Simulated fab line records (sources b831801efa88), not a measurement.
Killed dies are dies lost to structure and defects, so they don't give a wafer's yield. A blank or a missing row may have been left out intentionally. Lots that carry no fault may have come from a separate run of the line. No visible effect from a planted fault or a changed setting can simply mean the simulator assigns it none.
Comparing a struck lot with a sound one / flow sfq line / 14 steps out of a route of 325
Sound: the wafers L609.1, L609.3, L609.5. Wafers struck: L604.3, L604.4, L604.5. At the end, the cause is stated.
Order at every step that has rows: each side's tool, ch and its chambers, its first start. Under that, the readings that differ: sound wafers / struck wafers / difference of the means / sigmas: that difference in standard deviations of wafers without a fault.
alike: readings with means less than 2 such deviations apart, plus words and numbers identical on both sides. not compared: withheld readings, readings lacking a value on some wafer, bounds such as >300 that could conceal the same value, and numbers that have no deviation in the record and whose values overlap.
A row with sigmas, a row that says differs or no value, or rows on one side alone: a step with any of these is where the two part. Numbers that don't overlap but have no deviation are shown without sigmas and don't part them. Lack of a reading on every wafer of one side parts them only where that side has two or more wafers.

SFQ_TRILAYER_A5B_CMP_CMP_130: polishes, stops on Nb, target thk 340.7 nm.
  sound on cmp-02 ch 1,2, day 73 10:14; struck on cmp-02 ch 0,3, day 68 19:49
  alike: motor current A, platen rpm
SFQ_TRILAYER_A5B_METRO_MEASURE_131:
  struck on film metro-02, day 68 23:13; sound on film metro-04, day 73 13:14
  alike: thk nm
SFQ_TRILAYER_R5_DEP_SPUTTER_132: material Ti, target thk 5 nm, time 5 s.
  struck on pvd sputter-03, day 69 00:01; sound on pvd sputter-03, day 73 14:26
  alike: throttle valve pct
SFQ_TRILAYER_R5_DEP_SPUTTER_133: material MoNx, target thk 40 nm, time 66.7 s.
  struck on pvd sputter-03, day 69 00:02; sound on pvd sputter-03, day 73 14:27
  alike: throttle valve pct
SFQ_TRILAYER_R5_DEP_SPUTTER_134: material Ti, target thk 5 nm, time 5 s.
  struck on pvd sputter-03, day 69 00:05; sound on pvd sputter-03, day 73 14:31
  alike: throttle valve pct
SFQ_R5_RS_MEAS_933: measurement is done with a four-point probe.
  struck on film metro-03, day 69 00:09; sound on film metro-02, day 73 14:32
  alike: R5_MONX_RS
SFQ_R5_THK_MEAS_934: measures by xrf.
  struck on film metro-03, day 69 00:15; sound on film metro-02, day 73 14:39
  alike: R5_MONX_THK
then, 5 steps without rows for these wafers: SFQ_TRILAYER_R5_LITHO_COAT_141 (resist thk 62 nm); SFQ_TRILAYER_R5_LITHO_COAT_136 (resist thk 600 nm); SFQ_TRILAYER_R5_LITHO_SOFTBAKE_140; SFQ_TRILAYER_R5_LITHO_EXPOSE_137 (exposes mask R5, target cd 500 nm); SFQ_TRILAYER_R5_LITHO_PEB_139 (peb time 60 s).
-- the record jumps here: 5 days lie between the struck wafers' starts before and after --
SFQ_TRILAYER_R5_LITHO_DEVELOP_138: time 60 s.
  struck on litho track-02, day 73 18:24; sound on litho track-01 ch 0, day 74 04:05
  no value came back on the struck wafers for chill plate temp C (C), exhaust pa (Pa); on the sound wafers chill plate temp C (C) reads 23.14 22.98 23.10
reading=model.KrF_of_TRILAYER_R5_LITHO_COAT_136.thk nm (nm); sound=575.7 573 575.5; struck=601.3 599.9 600.5; difference=+25.8; sigmas=
SFQ_R5_OVL_MEAS_935:
  struck on overlay-02, day 73 18:31; sound on overlay-02, day 74 04:14
reading=R5_OVL (nm); sound=11 8 13; struck=- - -; difference=no value on the struck wafers; sigmas=

== WHERE THEY PART ==
First at SFQ_TRILAYER_R5_LITHO_DEVELOP_138; last, within this record, at SFQ_R5_OVL_MEAS_935.

WHY: the cause the simulator had injected
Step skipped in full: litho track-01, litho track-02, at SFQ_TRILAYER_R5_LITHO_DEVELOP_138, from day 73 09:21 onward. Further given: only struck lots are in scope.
